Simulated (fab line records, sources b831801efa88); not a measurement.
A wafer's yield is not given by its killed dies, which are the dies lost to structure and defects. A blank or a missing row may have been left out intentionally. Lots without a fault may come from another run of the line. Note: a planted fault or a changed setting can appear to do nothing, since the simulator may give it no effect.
Which tool is to blame? || flow sky130 || Sampling: 12 lots, 36 wafers, 2 of 708 route steps

## WHAT EACH GAUGE READ, for each wafer
SKY_LDD_HVP_OVL_MEAS_07.
{"lot": "L075", "measured": "day 23 09:14", "on": "overlay-02", "LDD_HVP_OVL (nm)": "1.2 0.7 -1.5"}
{"lot": "L077", "measured": "day 23 22:41", "on": "overlay-01", "LDD_HVP_OVL (nm)": "3.1 -1.5 2.1"}
{"lot": "L079", "measured": "day 24 06:11", "on": "overlay-02", "LDD_HVP_OVL (nm)": "-0.4 0.4 1.5"}
{"lot": "L081", "measured": "day 24 08:08", "on": "overlay-01", "LDD_HVP_OVL (nm)": "-0.1 -1.8 -0.3"}
{"lot": "L083", "measured": "day 24 09:00", "on": "overlay-01", "LDD_HVP_OVL (nm)": "-1.0 0.5 0.1"}
{"lot": "L087", "measured": "day 24 12:41", "on": "overlay-01", "LDD_HVP_OVL (nm)": "2.2 1.8 2.8"}
{"lot": "L086", "measured": "day 24 15:41", "on": "overlay-01", "LDD_HVP_OVL (nm)": "1.0 0.9 2.6"}
{"lot": "L089", "measured": "day 30 20:49", "on": "overlay-02", "LDD_HVP_OVL (nm)": "0.7 0.2 0.8"}
{"lot": "L091", "measured": "day 30 23:49", "on": "overlay-01", "LDD_HVP_OVL (nm)": "1.6 0.9 0.0"}
{"lot": "L094", "measured": "day 31 01:35", "on": "overlay-01", "LDD_HVP_OVL (nm)": "-0.5 0.9 1.3"}
{"lot": "L095", "measured": "day 31 07:37", "on": "overlay-01", "LDD_HVP_OVL (nm)": "1.0 0.2 1.7"}
{"lot": "L096", "measured": "day 31 10:01", "on": "overlay-02", "LDD_HVP_OVL (nm)": "-3.6 -2.2 -0.4"}

## WHICH TOOL RAN EACH LOT (tool, then ch and the chambers of the sampled wafers, then the start)
{"lot": "L075", "SKY_POLY_GATE_ETCH_15": "rie diel-04 ch 1,2, day 17 22:57"}
{"lot": "L077", "SKY_POLY_GATE_ETCH_15": "rie diel-03 ch 0,1,2, day 18 16:09"}
{"lot": "L079", "SKY_POLY_GATE_ETCH_15": "rie diel-04 ch 0,2,3, day 18 23:11"}
{"lot": "L081", "SKY_POLY_GATE_ETCH_15": "rie diel-03 ch 1,2,3, day 19 00:11"}
{"lot": "L083", "SKY_POLY_GATE_ETCH_15": "rie diel-04 ch 0,1,2, day 19 02:15"}
{"lot": "L087", "SKY_POLY_GATE_ETCH_15": "rie diel-04 ch 0,3, day 19 06:18"}
{"lot": "L086", "SKY_POLY_GATE_ETCH_15": "rie diel-03 ch 0,1,3, day 19 07:15"}
{"lot": "L089", "SKY_POLY_GATE_ETCH_15": "rie diel-03 ch 0,3, day 25 20:21"}
{"lot": "L091", "SKY_POLY_GATE_ETCH_15": "rie diel-03 ch 1,3, day 26 00:14"}
{"lot": "L094", "SKY_POLY_GATE_ETCH_15": "rie diel-01 ch 0,1,2, day 26 03:14"}
{"lot": "L095", "SKY_POLY_GATE_ETCH_15": "rie diel-01 ch 1,2, day 26 09:20"}
{"lot": "L096", "SKY_POLY_GATE_ETCH_15": "rie diel-03 ch 0,1,3, day 26 11:45"}
- SKY_POLY_GATE_ETCH_15: etches BARC in N2/H2, stops on SiO2, time 118.5 s, target depth 110 nm.

## THE ANSWER, worked out from the rows above alone
Rule: the lots themselves supply what counts as usual. Put in order of their means at a reading, lots are off if they are a third of the lots or fewer, leave a main group of 4 or more, and stand apart from it by a gap of 3 or more times the standard deviation of the main group's means; of several such gaps the widest counts. Not used: any main group whose means are identical at the precision the tables above print for the reading. A lot without any number at a reading at which 4 lots or more have one is off too. Any other lot the step has rows for is counted as sound.
Across all readings shown, no lot is off: no conclusion can be drawn from this.

## WHAT WAS PUT IN BY THE SIMULATOR
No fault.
